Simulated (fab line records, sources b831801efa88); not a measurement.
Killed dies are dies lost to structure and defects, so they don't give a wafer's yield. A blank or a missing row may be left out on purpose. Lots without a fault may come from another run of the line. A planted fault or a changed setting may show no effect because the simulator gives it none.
fab line records | flow sky130
record lots=13 wafers=39 last_day=51
route steps=708 shown FIELD_ISO@5 NWELL@67 VT_ADJUST_HVTP@93 PAD_OPEN@708
lots that met no fault: from a run of the same line without faults
start_h: hours from the record's first day to the start of the lot's first wafer shown | wait_h: hours since the lot's step before | " the same as in the row above | L1.1+2: a row that stands for several wafers | - no value, or no start given | * or withheld: withheld | < > ~ a bound
route shown NAME@n: a module of which the file shows steps, and the number in the route of the first | usual: mean/standard deviation of fault-free wafers | same: alike in all rows | chamber/n: place in a boat | sites: the reading at each site | _std_site: their standard deviation | _edge_site: outer sites' mean less inner sites' | radius_mm: how far each site lies from the wafer's centre | mask NAME#n: copy n | behind: the tool/chamber that last shaped the wafer | hold: why the lot was held/for how many hours/how that ended | device: the transistor (n, p or np) that didn't switch | end of line: the same wafers' tests at the end of the route | a step without rows: its recipe alone | killed: dies lost to structure and defects at the first sort, not the wafer's yield | map: a wafer's dies, x killed, . not, _ none there
set.NAME: the setting as run; set.NAME@STEP: as run at that earlier step | model.NAME: the simulator's own value behind a step, which no gauge read
steps of the route over a sample of lots; a table a step, a row a wafer
services: from which hour (start_h, from the record's first day; less than 0 if before it) a tool's chamber was out of use, for how many hours, and why
## steps
# step SKY_FIELD_ISO_THK_MEAS_04
# recipe reads=Si3N4_of_FIELD_ISO_CVD_03
# usual FIELD_ISO_CVD_03_THK=164.6/1.5
# columns lot.wafer tool chamber start_h wait_h FIELD_ISO_CVD_03_THK[nm]
L461.1 film_metro-04 - 15.62 0.0 164.1
L461.2 " - " " 166.0
L461.3 " - " " 164.8
L462.3 film_metro-01 - 19.72 0.0 165.6
L462.5 " - " " 164.0
L462.6 " - " " 166.7
L463.2 film_metro-01 - 23.90 0.0 165.3
L463.4 " - " " 165.5
L463.5 " - " " 164.5
L464.1 film_metro-01 - 33.55 0.0 164.2
L464.2 " - " " 164.0
L464.5 " - " " 165.2
L466.1 film_metro-04 - 41.01 0.0 164.3
L466.2 " - " " 165.5
L466.5 " - " " 165.3
L467.1 film_metro-04 - 45.52 0.0 163.1
L467.2 " - " " 162.1
L467.3 " - " " 162.6
L468.1 film_metro-02 - 50.27 0.0 165.5
L468.3 " - " " 164.4
L468.4 " - " " 165.2
L470.1 film_metro-04 - 59.23 0.0 162.0
L470.4 " - " " 162.6
L470.6 " - " " 160.4
L475.1 film_metro-04 - 83.48 0.0 165.6
L475.5 " - " " 166.0
L475.6 " - " " 165.7
L477.2 film_metro-04 - 94.54 0.0 166.0
L477.3 " - " " 164.9
L477.4 " - " " 164.5
L480.1 film_metro-02 - 111.38 0.0 164.2
L480.5 " - " " 165.4
L480.6 " - " " 165.0
L481.1 film_metro-02 - 117.67 0.0 166.8
L481.2 " - " " 166.1
L481.6 " - " " 166.5
L484.1 film_metro-04 - 136.55 0.0 165.2
L484.5 " - " " 163.7
L484.6 " - " " 164.5
# step SKY_FIELD_ISO_CVD_24
# recipe material=SiO2 target_thk_nm=595 temp_c=650 sigma_open_frac=0.3 time_s=99.2 sih4_flow_sccm=60 pressure_mtorr=6
# columns lot.wafer tool chamber start_h wait_h
L461.1+2+3 hdpcvd-02 0,1,2 34.93 0.1
L462.3+5+6 hdpcvd-02 2,1,2 39.20 0.0
L463.2+4+5 hdpcvd-01 1,2,0 43.04 0.0
L464.1+2+5 hdpcvd-01 2,0,2 53.00 0.1
L466.1+2+5 hdpcvd-01 0,2,1 59.60 0.1
L467.1+2+3 hdpcvd-02 0,1,0 64.77 0.1
L468.1+3+4 hdpcvd-02 0,1,0 67.99 0.1
L470.1+4+6 hdpcvd-02 2,2,1 78.56 0.1
L475.1+5+6 hdpcvd-01 2,0,2 104.11 0.1
L477.2+3+4 hdpcvd-01 2,0,1 114.10 0.0
L480.1+5+6 hdpcvd-01 1,2,1 132.31 0.1
L481.1+2+6 hdpcvd-01 0,1,0 138.04 0.1
L484.1+5+6 hdpcvd-02 2,1,2 158.49 0.1
# step SKY_FIELD_ISO_THK_MEAS_25
# recipe reads=SiO2_of_FIELD_ISO_CVD_24
# usual FIELD_ISO_CVD_24_THK=597/5.8
# columns lot.wafer tool chamber start_h wait_h FIELD_ISO_CVD_24_THK[nm]
L461.1 film_metro-04 - 35.00 0.0 590
L461.2 " - " " 592
L461.3 " - " " 591
L462.3 film_metro-04 - 39.29 0.1 587
L462.5 " - " " 595
L462.6 " - " " 599
L463.2 film_metro-01 - 43.13 0.0 589
L463.4 " - " " 596
L463.5 " - " " 594
L464.1 film_metro-04 - 53.07 0.0 591
L464.2 " - " " 598
L464.5 " - " " 600
L466.1 film_metro-04 - 59.67 0.0 594
L466.2 " - " " 592
L466.5 " - " " 594
L467.1 film_metro-04 - 64.88 0.1 587
L467.2 " - " " 594
L467.3 " - " " 596
L468.1 film_metro-04 - 68.10 0.1 587
L468.3 " - " " 589
L468.4 " - " " 591
L470.1 film_metro-01 - 78.63 0.0 595
L470.4 " - " " 597
L470.6 " - " " 599
L475.1 film_metro-04 - 104.18 0.0 595
L475.5 " - " " 595
L475.6 " - " " 593
L477.2 film_metro-04 - 114.18 0.0 597
L477.3 " - " " 599
L477.4 " - " " 603
L480.1 film_metro-01 - 132.38 0.0 605
L480.5 " - " " 597
L480.6 " - " " 642
L481.1 film_metro-04 - 138.11 0.0 606
L481.2 " - " " 602
L481.6 " - " " 647
L484.1 film_metro-01 - 158.56 0.0 594
L484.5 " - " " 599
L484.6 " - " " 597
# step SKY_NWELL_STRIP_14
# recipe chemistry=O2/N2 power_w=1400 pressure_mtorr=1500 platen_temp_c=withheld o2_flow_sccm=3000 n2_flow_sccm=300 overash_fraction=0.5
# usual drypump_motor_current_A=6.11/0.21 oes_product_au=0.723/0.0042 strip_time_to_endpoint_s=36.97/0.11
# columns lot.wafer tool chamber start_h wait_h drypump_motor_current_A oes_product_au rf_hours_counter_h strip_time_to_endpoint_s
L461.1 plasma_asher-04 0 91.13 0.1 6.11 0.719 39 37.01
L461.2 " 1 " " 6.23 0.723 39 36.96
L461.3 " 0 " " 6.05 0.730 - 36.98
L462.3 plasma_asher-04 0 95.98 0.1 6.09 0.721 - 37.00
L462.5 " 0 " " 6.07 0.731 - 37.09
L462.6 " 1 " " 6.24 0.721 - 37.05
L463.2 plasma_asher-01 0 102.38 0.1 6.18 0.731 29 36.94
L463.4 " 1 " " 5.90 0.722 - 37.01
L463.5 " 1 " " 5.91 0.721 - 36.86
L464.1 plasma_asher-04 0 110.04 0.1 6.06 0.723 41 36.98
L464.2 " 1 " " 6.22 0.724 41 36.98
L464.5 " 0 " " 6.09 0.722 - 36.99
L466.1 plasma_asher-01 0 118.13 0.1 6.15 0.723 30 37.19
L466.2 " 1 " " 5.88 0.720 30 37.17
L466.5 " 1 " " 5.91 0.719 - 37.06
L467.1 plasma_asher-01 0 122.85 0.1 6.17 0.723 31 37.05
L467.2 " 1 " " 5.90 0.724 31 36.93
L467.3 " 1 " " 5.92 0.726 - 37.03
L468.1 plasma_asher-01 0 125.19 0.1 6.17 0.724 32 36.68
L468.3 " 1 " " 5.88 0.722 - 36.75
L468.4 " 0 " " 6.17 0.724 - 36.73
L470.1 plasma_asher-03 0 139.39 0.1 5.81 0.718 43 37.02
L470.4 " 1 " " 6.51 0.722 - 36.83
L470.6 " 0 " " 5.80 0.721 - 36.84
L475.1 plasma_asher-04 0 166.83 0.1 6.05 0.719 47 37.05
L475.5 " 0 " " 6.06 0.716 - 37.02
L475.6 " 1 " " 6.25 0.716 - 37.07
L477.2 plasma_asher-04 0 180.40 0.1 6.07 0.718 49 37.00
L477.3 " 1 " " 6.23 0.727 - 36.95
L477.4 " 0 " " 6.09 0.718 - 36.99
L480.1 plasma_asher-03 0 198.49 0.1 5.80 0.722 49 36.93
L480.5 " 0 " " 5.80 0.719 - 36.92
L480.6 " 1 " " 6.49 0.736 - 36.99
L481.1 plasma_asher-04 1 206.80 0.1 6.23 0.723 51 36.93
L481.2 " 0 " " 6.09 0.715 51 36.93
L481.6 " 1 " " 6.24 0.718 - 36.85
L484.1 plasma_asher-03 1 230.25 0.1 6.51 0.724 53 36.93
L484.5 " 1 " " 6.51 0.724 - 37.05
L484.6 " 0 " " 5.81 0.717 - 36.98
# step SKY_VT_ADJUST_HVTP_OVL_MEAS_08
# usual VT_ADJUST_HVTP_OVL=1.2/1.7
# columns lot.wafer tool chamber start_h wait_h VT_ADJUST_HVTP_OVL[nm]
L461.1 overlay-01 - 128.18 0.1 -1.6
L461.2 " - " " 0.1
L461.3 " - " " -1.1
L462.3 overlay-02 - 133.04 0.1 4.0
L462.5 " - " " 3.6
L462.6 " - " " 1.9
L463.2 overlay-02 - 139.38 0.1 4.5
L463.4 " - " " 3.9
L463.5 " - " " 5.1
L464.1 overlay-02 - 147.71 0.1 3.8
L464.2 " - " " 1.8
L464.5 " - " " 0.3
L466.1 overlay-02 - 155.90 0.1 -0.1
L466.2 " - " " 0.6
L466.5 " - " " 0.3
L467.1 overlay-01 - 160.88 0.1 -0.8
L467.2 " - " " -2.4
L467.3 " - " " 0.8
L468.1 overlay-01 - 164.86 0.1 0.6
L468.3 " - " " 1.5
L468.4 " - " " -0.9
L470.1 overlay-02 - 180.02 0.1 3.0
L470.4 " - " " 0.1
L470.6 " - " " 2.9
L475.1 overlay-02 - 210.66 0.1 2.8
L475.5 " - " " 1.4
L475.6 " - " " 2.8
L477.2 overlay-02 - 224.48 0.1 2.3
L477.3 " - " " -0.1
L477.4 " - " " 0.8
L480.1 overlay-02 - 242.96 0.1 0.2
L480.5 " - " " 1.1
L480.6 " - " " 1.4
L481.1 overlay-01 - 251.27 0.1 1.3
L481.2 " - " " -0.6
L481.6 " - " " 2.6
L484.1 overlay-02 - 277.87 0.1 4.3
L484.5 " - " " 1.8
L484.6 " - " " 2.3
# step SKY_PAD_OPEN_PROBE_99
# usual killed_at_M0_to_M3=43/6.6 killed_at_M4_up=3.4/1.8 killed_at_contacts=24/5.7 killed_at_front_end=15/4.2 killed_at_other=0.3/0.58 killed_dies=86/8 killed_open=46/7.2 killed_short=39/5.8
# same gross_dies=492 killed_at_back_side=0
# columns lot.wafer tool chamber start_h wait_h killed_at_M0_to_M3 killed_at_M4_up killed_at_contacts killed_at_front_end killed_at_other killed_dies killed_open killed_short
L461.1 prober-01 - 1082.98 0.1 36 3 22 16 1 78 38 40
L461.2 prober-01 - 1083.03 0.1 47 5 24 15 0 91 44 47
L461.3 prober-01 - 1083.08 0.2 30 5 37 12 0 84 52 32
L462.3 prober-02 - 1092.10 0.2 39 3 23 10 0 75 38 36
L462.5 prober-02 - 1092.20 0.2 33 6 17 11 0 67 39 26
L462.6 prober-02 - 1092.25 0.2 42 5 32 17 0 96 52 41
L463.2 prober-01 - 1094.76 0.1 38 0 20 23 0 81 51 30
L463.4 prober-01 - 1094.86 0.2 49 2 24 16 1 92 55 36
L463.5 prober-01 - 1094.91 0.2 53 7 29 16 1 106 52 53
L464.1 prober-02 - 1105.72 0.1 44 2 19 20 0 85 44 41
L464.2 prober-02 - 1105.77 0.1 42 0 24 16 0 82 47 35
L464.5 prober-02 - 1105.92 0.2 37 2 25 19 0 83 46 37
L466.1 prober-01 - 1121.71 0.1 45 2 18 24 1 90 53 37
L466.2 prober-01 - 1121.76 0.1 33 4 27 13 0 77 46 31
L466.5 prober-01 - 1121.91 0.2 47 3 19 17 1 87 47 39
L467.1 prober-02 - 1122.28 0.1 28 4 27 23 0 82 37 45
L467.2 prober-02 - 1122.33 0.1 50 0 18 21 0 89 48 41
L467.3 prober-02 - 1122.38 0.2 46 4 17 25 0 92 53 37
L468.1 prober-02 - 1124.88 0.1 46 1 33 14 0 94 63 31
L468.3 prober-02 - 1124.98 0.2 41 4 29 13 0 87 51 36
L468.4 prober-02 - 1125.03 0.2 55 2 26 14 0 97 51 46
L470.1 prober-02 - 1142.05 0.1 39 3 27 19 2 90 55 33
L470.4 prober-02 - 1142.20 0.2 37 0 31 10 0 78 42 36
L470.6 prober-02 - 1142.30 0.2 35 3 27 22 1 88 53 35
L475.1 prober-02 - 1164.43 0.1 44 4 28 13 0 89 53 36
L475.5 prober-02 - 1164.63 0.2 46 2 25 10 1 84 37 47
L475.6 prober-02 - 1164.68 0.2 47 1 29 8 0 85 46 39
L477.2 prober-02 - 1174.63 0.1 50 3 14 13 0 80 42 38
L477.3 prober-02 - 1174.68 0.2 43 8 28 14 0 93 47 46
L477.4 prober-02 - 1174.73 0.2 37 7 21 19 0 84 41 43
L480.1 prober-01 - 1192.03 0.1 43 5 31 10 1 90 45 45
L480.5 prober-01 - 1192.23 0.2 49 7 16 13 0 85 45 40
L480.6 prober-01 - 1192.28 0.2 33 3 22 17 0 75 39 36
L481.1 prober-02 - 1197.44 0.1 41 7 27 11 0 86 45 39
L481.2 prober-02 - 1197.49 0.1 30 3 28 22 0 83 38 44
L481.6 prober-02 - 1197.69 0.2 48 3 21 18 0 90 43 47
L484.1 prober-02 - 1213.12 0.1 45 2 32 17 0 96 51 45
L484.5 prober-02 - 1213.32 0.2 48 2 29 11 0 90 44 46
L484.6 prober-02 - 1213.37 0.2 36 3 26 12 0 77 45 32
# killed by level:class
L461.1 CONTACT:geometric_particle:open=8 FIELD_ISO:geometric_particle:short=6 VIA2:geometric_particle:open=6 LI_CONTACT:geometric_particle:open=5 VIA3:geometric_particle:short=5 METAL1:geometric_particle:short=5 VIA1:geometric_particle:open=5 FIELD_ISO:geometric_particle:open=4
L461.2 CONTACT:geometric_particle:open=11 VIA1:geometric_particle:open=8 METAL1:geometric_particle:short=8 CONTACT:geometric_particle:short=7 VIA2:geometric_particle:open=7 VIA3:geometric_particle:open=7 FIELD_ISO:geometric_particle:short=5 VIA3:geometric_particle:short=5
L461.3 CONTACT:geometric_particle:open=14 LI_CONTACT:geometric_particle:open=9 VIA3:geometric_particle:open=6 LI_CONTACT:geometric_particle:short=6 CONTACT:geometric_particle:short=6 VIA1:geometric_particle:open=5 FIELD_ISO:geometric_particle:open=4 POLY_GATE:geometric_particle:open=4
L462.3 CONTACT:geometric_particle:open=8 VIA1:geometric_particle:open=6 VIA1:geometric_particle:short=5 LI_CONTACT:geometric_particle:short=5 LI_CONTACT:geometric_particle:open=5 VIA3:geometric_particle:open=5 METAL2:geometric_particle:short=5 VIA3:geometric_particle:short=5
L462.5 VIA2:geometric_particle:open=14 CONTACT:geometric_particle:open=9 METAL4:geometric_particle:short=6 POLY_GATE:geometric_particle:short=5 LI_CONTACT:geometric_particle:open=5 VIA3:geometric_particle:open=5 FIELD_ISO:geometric_particle:short=3 VIA3:geometric_particle:short=3
L462.6 VIA1:geometric_particle:open=14 LI_CONTACT:geometric_particle:open=11 CONTACT:geometric_particle:open=10 FIELD_ISO:geometric_particle:short=8 VIA3:geometric_particle:open=7 METAL2:geometric_particle:short=7 METAL1:geometric_particle:short=5 LI_CONTACT:geometric_particle:short=4
L463.2 VIA2:geometric_particle:open=10 VIA1:geometric_particle:open=8 CONTACT:geometric_particle:open=7 FIELD_ISO:geometric_particle:open=6 LI_CONTACT:geometric_particle:open=6 FIELD_ISO:geometric_particle:short=5 METAL2:geometric_particle:short=5 VIA3:geometric_particle:open=5
L463.4 VIA1:geometric_particle:open=11 LI_CONTACT:geometric_particle:open=9 CONTACT:geometric_particle:open=7 VIA2:geometric_particle:open=7 VIA3:geometric_particle:open=7 FIELD_ISO:geometric_particle:open=5 METAL1:geometric_particle:short=5 VIA1:geometric_particle:short=5
L463.5 VIA2:geometric_particle:open=11 LI_CONTACT:geometric_particle:open=10 VIA1:geometric_particle:open=10 METAL1:geometric_particle:short=9 VIA1:geometric_particle:short=7 LOCAL_INTERCONNECT:geometric_particle:short=6 LI_CONTACT:geometric_particle:short=5 CONTACT:geometric_particle:open=5
L464.1 VIA1:geometric_particle:open=9 METAL2:geometric_particle:short=7 VIA2:geometric_particle:open=7 POLY_GATE:geometric_particle:open=6 LOCAL_INTERCONNECT:geometric_particle:short=6 POLY_GATE:geometric_particle:short=5 CONTACT:geometric_particle:short=5 CONTACT:geometric_particle:open=5
L464.2 VIA1:geometric_particle:open=11 METAL2:geometric_particle:short=8 VIA2:geometric_particle:open=8 FIELD_ISO:geometric_particle:open=7 LI_CONTACT:geometric_particle:short=6 LI_CONTACT:geometric_particle:open=5 CONTACT:geometric_particle:open=5 VIA1:geometric_particle:short=4
L464.5 VIA1:geometric_particle:open=10 CONTACT:geometric_particle:open=10 FIELD_ISO:geometric_particle:short=9 LI_CONTACT:geometric_particle:open=7 METAL2:geometric_particle:short=7 METAL1:geometric_particle:short=6 POLY_GATE:geometric_particle:open=4 VIA2:geometric_particle:open=4
L466.1 VIA1:geometric_particle:open=10 VIA2:geometric_particle:open=10 LI_CONTACT:geometric_particle:open=7 METAL1:geometric_particle:short=6 POLY_GATE:geometric_particle:open=5 POLY_GATE:geometric_particle:short=5 CONTACT:geometric_particle:open=5 VIA3:geometric_particle:open=5
L466.2 CONTACT:geometric_particle:open=11 LI_CONTACT:geometric_particle:open=8 VIA2:geometric_particle:open=6 VIA3:geometric_particle:open=6 LI_CONTACT:geometric_particle:short=5 VIA1:geometric_particle:short=4 VIA1:geometric_particle:open=4 METAL2:geometric_particle:short=4
L466.5 VIA1:geometric_particle:open=12 CONTACT:geometric_particle:open=9 METAL1:geometric_particle:short=6 VIA2:geometric_particle:open=6 VIA1:geometric_particle:short=5 VIA3:geometric_particle:open=5 FIELD_ISO:geometric_particle:open=4 FIELD_ISO:geometric_particle:short=4
L467.1 METAL2:geometric_particle:short=8 CONTACT:geometric_particle:open=8 FIELD_ISO:geometric_particle:short=7 POLY_GATE:geometric_particle:short=6 LI_CONTACT:geometric_particle:open=6 VIA2:geometric_particle:open=6 LOCAL_INTERCONNECT:geometric_particle:short=5 VIA1:geometric_particle:open=5
L467.2 VIA1:geometric_particle:open=8 VIA3:geometric_particle:open=8 METAL2:geometric_particle:short=7 FIELD_ISO:geometric_particle:short=6 POLY_GATE:geometric_particle:open=6 CONTACT:geometric_particle:open=6 LI_CONTACT:geometric_particle:open=5 METAL1:geometric_particle:short=5
L467.3 CONTACT:geometric_particle:open=9 VIA3:geometric_particle:open=8 VIA1:geometric_particle:open=8 FIELD_ISO:geometric_particle:open=7 POLY_GATE:geometric_particle:short=7 METAL2:geometric_particle:short=6 VIA1:geometric_particle:short=6 VIA2:geometric_particle:open=6
L468.1 LI_CONTACT:geometric_particle:open=13 VIA1:geometric_particle:open=13 CONTACT:geometric_particle:open=10 VIA2:geometric_particle:open=9 VIA3:geometric_particle:open=6 LI_CONTACT:geometric_particle:short=5 VIA2:geometric_particle:short=5 FIELD_ISO:geometric_particle:open=4
L468.3 VIA2:geometric_particle:open=11 CONTACT:geometric_particle:open=11 VIA1:geometric_particle:open=8 LI_CONTACT:geometric_particle:open=6 METAL1:geometric_particle:short=6 LI_CONTACT:geometric_particle:short=5 FIELD_ISO:geometric_particle:open=4 VIA3:geometric_particle:open=4
L468.4 VIA1:geometric_particle:open=13 METAL2:geometric_particle:short=10 LI_CONTACT:geometric_particle:open=7 METAL1:geometric_particle:short=6 VIA1:geometric_particle:short=6 VIA3:geometric_particle:open=6 POLY_GATE:geometric_particle:open=5 LI_CONTACT:geometric_particle:short=5
L470.1 VIA2:geometric_particle:open=11 LI_CONTACT:geometric_particle:open=9 VIA1:geometric_particle:open=8 VIA3:geometric_particle:open=8 CONTACT:geometric_particle:open=7 FIELD_ISO:geometric_particle:short=4 LOCAL_INTERCONNECT:geometric_particle:short=4 CONTACT:geometric_particle:short=4
L470.4 VIA1:geometric_particle:open=10 LI_CONTACT:geometric_particle:open=10 CONTACT:geometric_particle:short=8 CONTACT:geometric_particle:open=7 VIA1:geometric_particle:short=6 METAL3:geometric_particle:short=5 VIA3:geometric_particle:open=4 FIELD_ISO:geometric_particle:open=3
L470.6 CONTACT:geometric_particle:open=14 VIA1:geometric_particle:open=9 FIELD_ISO:geometric_particle:short=7 LI_CONTACT:geometric_particle:open=7 VIA3:geometric_particle:open=5 POLY_GATE:geometric_particle:open=4 CONTACT:geometric_particle:short=4 VIA2:geometric_particle:short=4
L475.1 VIA1:geometric_particle:open=15 CONTACT:geometric_particle:open=10 LI_CONTACT:geometric_particle:open=8 FIELD_ISO:geometric_particle:open=6 VIA1:geometric_particle:short=6 LOCAL_INTERCONNECT:geometric_particle:short=5 METAL3:geometric_particle:short=5 VIA2:geometric_particle:open=5
L475.5 VIA1:geometric_particle:short=11 VIA1:geometric_particle:open=11 LOCAL_INTERCONNECT:geometric_particle:short=8 CONTACT:geometric_particle:open=5 CONTACT:geometric_particle:short=5 METAL2:geometric_particle:short=5 VIA2:geometric_particle:open=5 VIA3:geometric_particle:open=5
L475.6 CONTACT:geometric_particle:open=13 CONTACT:geometric_particle:short=9 VIA3:geometric_particle:open=9 VIA1:geometric_particle:open=8 VIA2:geometric_particle:open=7 METAL2:geometric_particle:short=7 VIA2:geometric_particle:short=6 LOCAL_INTERCONNECT:geometric_particle:short=5
L477.2 VIA1:geometric_particle:open=13 VIA2:geometric_particle:open=11 FIELD_ISO:geometric_particle:short=8 CONTACT:geometric_particle:open=8 VIA3:geometric_particle:short=6 METAL1:geometric_particle:short=4 VIA1:geometric_particle:short=4 METAL4:geometric_particle:short=3
L477.3 CONTACT:geometric_particle:open=12 VIA1:geometric_particle:open=12 METAL2:geometric_particle:short=8 LI_CONTACT:geometric_particle:open=5 LOCAL_INTERCONNECT:geometric_particle:short=5 METAL4:geometric_particle:short=5 VIA3:geometric_particle:open=5 POLY_GATE:geometric_particle:short=4
L477.4 METAL1:geometric_particle:short=10 CONTACT:geometric_particle:open=8 FIELD_ISO:geometric_particle:short=6 FIELD_ISO:geometric_particle:open=5 LI_CONTACT:geometric_particle:open=5 VIA1:geometric_particle:open=5 VIA2:geometric_particle:open=5 METAL4:geometric_particle:short=5
L480.1 LI_CONTACT:geometric_particle:open=10 VIA1:geometric_particle:open=10 FIELD_ISO:geometric_particle:short=7 METAL2:geometric_particle:short=7 VIA3:geometric_particle:open=7 CONTACT:geometric_particle:short=6 CONTACT:geometric_particle:open=6 METAL1:geometric_particle:short=5
L480.5 VIA1:geometric_particle:open=15 VIA3:geometric_particle:open=8 POLY_GATE:geometric_particle:short=5 LI_CONTACT:geometric_particle:open=4 METAL4:geometric_particle:short=4 METAL1:geometric_particle:short=4 CONTACT:geometric_particle:open=4 VIA1:geometric_particle:short=4
L480.6 LI_CONTACT:geometric_particle:open=9 CONTACT:geometric_particle:open=8 FIELD_ISO:geometric_particle:short=6 VIA3:geometric_particle:open=6 VIA1:geometric_particle:short=5 VIA1:geometric_particle:open=5 VIA2:geometric_particle:open=4 SPACER:geometric_particle:short=4
L481.1 CONTACT:geometric_particle:short=10 VIA2:geometric_particle:open=9 CONTACT:geometric_particle:open=8 VIA1:geometric_particle:open=8 METAL2:geometric_particle:short=6 LOCAL_INTERCONNECT:geometric_particle:short=5 METAL1:geometric_particle:short=5 METAL4:geometric_particle:short=4
L481.2 CONTACT:geometric_particle:open=13 FIELD_ISO:geometric_particle:open=6 POLY_GATE:geometric_particle:short=6 METAL2:geometric_particle:short=5 CONTACT:geometric_particle:short=5 FIELD_ISO:geometric_particle:short=4 VIA1:geometric_particle:short=4 LOCAL_INTERCONNECT:geometric_particle:short=4
L481.6 VIA1:geometric_particle:open=12 FIELD_ISO:geometric_particle:short=7 VIA1:geometric_particle:short=7 CONTACT:geometric_particle:open=7 VIA2:geometric_particle:open=7 VIA3:geometric_particle:open=7 POLY_GATE:geometric_particle:short=5 METAL2:geometric_particle:short=5
L484.1 CONTACT:geometric_particle:open=12 VIA1:geometric_particle:open=9 POLY_GATE:geometric_particle:short=8 VIA3:geometric_particle:open=8 LI_CONTACT:geometric_particle:open=7 VIA2:geometric_particle:open=7 METAL1:geometric_particle:short=6 CONTACT:geometric_particle:short=6
L484.5 CONTACT:geometric_particle:open=16 VIA1:geometric_particle:open=9 METAL1:geometric_particle:short=8 METAL2:geometric_particle:short=8 VIA2:geometric_particle:open=6 CONTACT:geometric_particle:short=5 VIA3:geometric_particle:open=5 VIA2:geometric_particle:short=4
L484.6 LI_CONTACT:geometric_particle:open=10 CONTACT:geometric_particle:open=9 VIA1:geometric_particle:open=7 VIA1:geometric_particle:short=6 VIA2:geometric_particle:open=5 VIA3:geometric_particle:open=5 LI_CONTACT:geometric_particle:short=4 FIELD_ISO:geometric_particle:open=3
## services
# columns tool chamber start_h hours kind
plasma_asher-04 - 22.38 11.7 repair
hdpcvd-01 - 47.44 5.5 pm
hdpcvd-02 2 63.91 4.9 repair
hdpcvd-01 - 66.75 15.0 pm
hdpcvd-01 0 66.75 15.0 vent_cycle
hdpcvd-01 1 66.75 15.0 vent_cycle
hdpcvd-01 2 66.75 15.0 vent_cycle
hdpcvd-01 0 81.75 - clean
hdpcvd-01 1 81.75 - clean
hdpcvd-01 2 81.75 - clean
hdpcvd-01 2 86.52 7.4 repair
plasma_asher-03 - 115.15 15.6 pm
hdpcvd-02 - 172.66 4.3 pm
hdpcvd-02 - 193.89 5.5 pm
plasma_asher-01 - 214.11 14.6 pm
## key
first_sign step=SKY_FIELD_ISO_THK_MEAS_25 reading=FIELD_ISO_CVD_24_THK direction=up sigmas=8.3 usual=597 struck=645
effect none on later readings
met_at SKY_FIELD_ISO_CVD_24
struck_lots L480,L481
struck_wafers L480.6,L481.6
tester_left_out L480,L481
not_acting_at SKY_FIELD_ISO_THK_MEAS_04,SKY_NWELL_STRIP_14,SKY_VT_ADJUST_HVTP_OVL_MEAS_08
onset_between 114.10 132.31
fault kind=process_parameter_drift tool=hdpcvd-01 chamber=- onset_h=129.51 steps=SKY_FIELD_ISO_CVD_24 channel=target_thk_nm offset=40.46 shape=step end_h=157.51 scope=struck_wafers_only acts_in=these_recipes_only stated=595
# tester_left_out: of these lots the tester's yield and bins aren't shown, on N5 and GAA mostly nor the transistor test; their killed dies are dies lost to structure and defects alone, not to doping, threshold or leakage, so they don't give the yield
